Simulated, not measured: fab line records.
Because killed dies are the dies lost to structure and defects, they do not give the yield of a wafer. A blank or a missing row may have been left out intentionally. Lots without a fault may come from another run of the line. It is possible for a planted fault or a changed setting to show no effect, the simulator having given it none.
Struck lot and sound lot, side by side -- flow gf180mcu -- 16 out of 602 route steps
Sound: wafers L821.4, L821.5, L821.6. Struck: wafers L827.2, L827.3, L827.5. The cause is given at the end.
Per side, at each step with rows, come the tool, then ch with its chambers, and then its first start. Under that, the readings that differ: sound wafers -- struck wafers -- difference of the means -- sigmas: that difference in standard deviations of wafers without a fault.
alike: words and numbers the same on both sides, and readings whose means are apart by under 2 such deviations; not compared: readings that were withheld, readings missing a value for some wafer, numbers with overlapping values and no deviation given by the record, and bounds like >300 which may hide the same value.
A row with sigmas, a row that says differs or no value, or rows on one side alone: a step with any of these is where the two part. When numbers do not overlap yet have no deviation, they are printed without sigmas and do not part them. A reading missing from all wafers of one side parts the sides only when that side holds two or more wafers.

GF_MIM_STRIP_20: strips in O2/N2.
  sound on plasma-asher-01 ch 0,1, day 25 09:23; struck on plasma-asher-04 ch 0,1, day 27 08:55
  alike: chamber-pressure-mTorr, drypump-motor-current-A, heater-power-w, n2-flow-sccm, oes-product-au, strip-time-to-endpoint-s
  not compared: rf-hours-counter-h
then, 9 steps without rows for these wafers: GF_MIM_STRIP_21 (strips in post etch residue remover, time 1200 s); GF_MIM_CLEAN_22 (cleans in DIW); GF_M5_DEHYDRATE_00 (time 60 s); GF_M5_HMDS_01 (prime time 60 s); GF_M5_COAT_02 (resist thk 1000 nm); GF_M5_SOFTBAKE_03 (time 60 s); GF_M5_EXPOSE_04 (exposes mask Metal5, target cd 280 nm); GF_M5_PEB_05 (peb time 90 s); GF_M5_DEVELOP_06 (develop time 60 s).
GF_M5_CD_MEAS_07: the cd target is 280 nm.
  sound on cd-sem-01 at day 26 07:26; struck on cd-sem-01 at day 28 05:17
reading,sound,struck,difference,sigmas
cd-nm (nm),282.5 281.6 281.8,278.6 279.7 278.8,-2.9,-2
GF_M5_OVL_MEAS_08:
  sound on overlay-02 at day 26 07:31; struck on overlay-02 at day 28 05:24
  alike: M5_OVL
GF_M5_ETCH_09: etches Si3N4 in CF4/O2, target depth 52 nm, time 11.6 s.
  sound on rie-diel-01 ch 1,2,3, day 26 07:32; struck on rie-diel-01 ch 0,1,3, day 28 05:26
reading,sound,struck,difference,sigmas
model.etch.depth-nm (nm),51.18 52.57 51.97,38.29 37.77 37.45,-14.07,
model.KrF_of_M5_COAT_02.thk-nm (nm),954.1 951.9 955.7,960.9 958.2 959.8,+5.7,
  alike: chamber-pressure-mTorr, drypump-motor-current-A, oes-product-au, throttle-valve-pct
  not compared: rf-hours-counter-h
GF_M5_METAL_ETCH_10: etches the open film in Cl2/BCl3, stops on SiO2, target depth 750.8 nm, time 125.1 s.
  sound on rie-metal-04 ch 0,1, day 26 07:36; struck on rie-metal-01 ch 0, day 28 05:29
reading,sound,struck,difference,sigmas
model.KrF_of_M5_COAT_02.thk-nm (nm),651.8 648.6 650.7,660.8 653.5 657.8,+7.0,
  alike: chamber-pressure-mTorr, drypump-motor-current-A, oes-product-au, throttle-valve-pct
  not compared: rf-hours-counter-h
GF_M5_STRIP_11: strips in O2/N2.
  sound on plasma-asher-02 ch 0,1, day 26 07:43; struck on plasma-asher-03 ch 0,1, day 28 05:43
  alike: chamber-pressure-mTorr, drypump-motor-current-A, heater-power-w, n2-flow-sccm, oes-product-au, strip-time-to-endpoint-s
  not compared: rf-hours-counter-h
-- the record jumps here: 3 days lie between the struck wafers' starts before and after (it left off in module M5 and takes up again in module PASSIVATION, whose first step shown is number 602 of the route) --
GF_PASSIVATION_PROBE_99:
  record: rows for the struck wafers here (prober-01, day 30 21:02), none for the sound ones

== WHERE THEY PART ==
Earliest at GF_M5_CD_MEAS_07; latest, in this record, at GF_PASSIVATION_PROBE_99.

WHY: what the simulator had put in
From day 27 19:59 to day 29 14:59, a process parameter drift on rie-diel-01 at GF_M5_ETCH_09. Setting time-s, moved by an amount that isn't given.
